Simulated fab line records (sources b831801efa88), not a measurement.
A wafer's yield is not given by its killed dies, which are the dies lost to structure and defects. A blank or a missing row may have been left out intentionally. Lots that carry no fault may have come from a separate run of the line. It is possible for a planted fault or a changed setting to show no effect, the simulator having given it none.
2 desks looking at one fault + flow sky130 + each desk has only its own numbers; what lay behind them comes last

## THE TOOL OWNER'S DESK: pvdSputter-04
The tool's own readings at SKY_METAL1_SPUTTER_00 (material Ti, target thk 15 nm, time 10 s): means of the sampled wafers that have a number, for each lot that ran on this tool. The brackets show how far a lot's mean lies from the usual mean; more than 4 standard deviations puts the lot out of limits, marked OUT.
Columns: A = cathodeDcPowerW at SKY_METAL1_SPUTTER_00, usual 3000.0 W; B = throttleValvePct at SKY_METAL1_SPUTTER_00, usual 30.0 %
| lot  | first seen here | A      | B    |
|------|-----------------|--------|------|
| L619 | day 35 12:16    | 3000.1 | 29.8 |
| L627 | day 37 19:41    | 3000.1 | 29.9 |
| L628 | day 38 02:17    | 2999.9 | 30.4 |
Finding of this desk: none of the 3 lots has anything out of limits.

## METROLOGY DESK
Lot by lot, what the gauges showed, no matter which tool ran the lot: averages of those sampled wafers that carry a number. The brackets show how far a lot's mean lies from the usual mean; more than 4 standard deviations puts the lot out of limits, marked OUT.
Columns: A = CONTACT_W_RS at SKY_CONTACT_RS_MEAS_25, usual 0.337 ohm/sq; B = CONTACT_W_THK at SKY_CONTACT_THK_MEAS_26, usual 326 nm
| lot  | first seen here | A     | B   |
|------|-----------------|-------|-----|
| L615 | day 34 05:46    | 0.336 | 322 |
| L619 | day 35 11:46    | 0.341 | 321 |
| L627 | day 37 19:02    | 0.332 | 328 |
| L628 | day 38 01:48    | 0.343 | 318 |
| L629 | day 38 03:11    | 0.337 | 321 |
| L633 | day 39 13:01    | 0.332 | 327 |
Finding of this desk: none of the 6 lots has anything out of limits.

## TAKEN TOGETHER
Nothing out of limits was seen by the tool owner's desk.
Metrology desk: nothing out of limits seen.

## WHAT HAD BEEN PUT IN BY THE SIMULATOR
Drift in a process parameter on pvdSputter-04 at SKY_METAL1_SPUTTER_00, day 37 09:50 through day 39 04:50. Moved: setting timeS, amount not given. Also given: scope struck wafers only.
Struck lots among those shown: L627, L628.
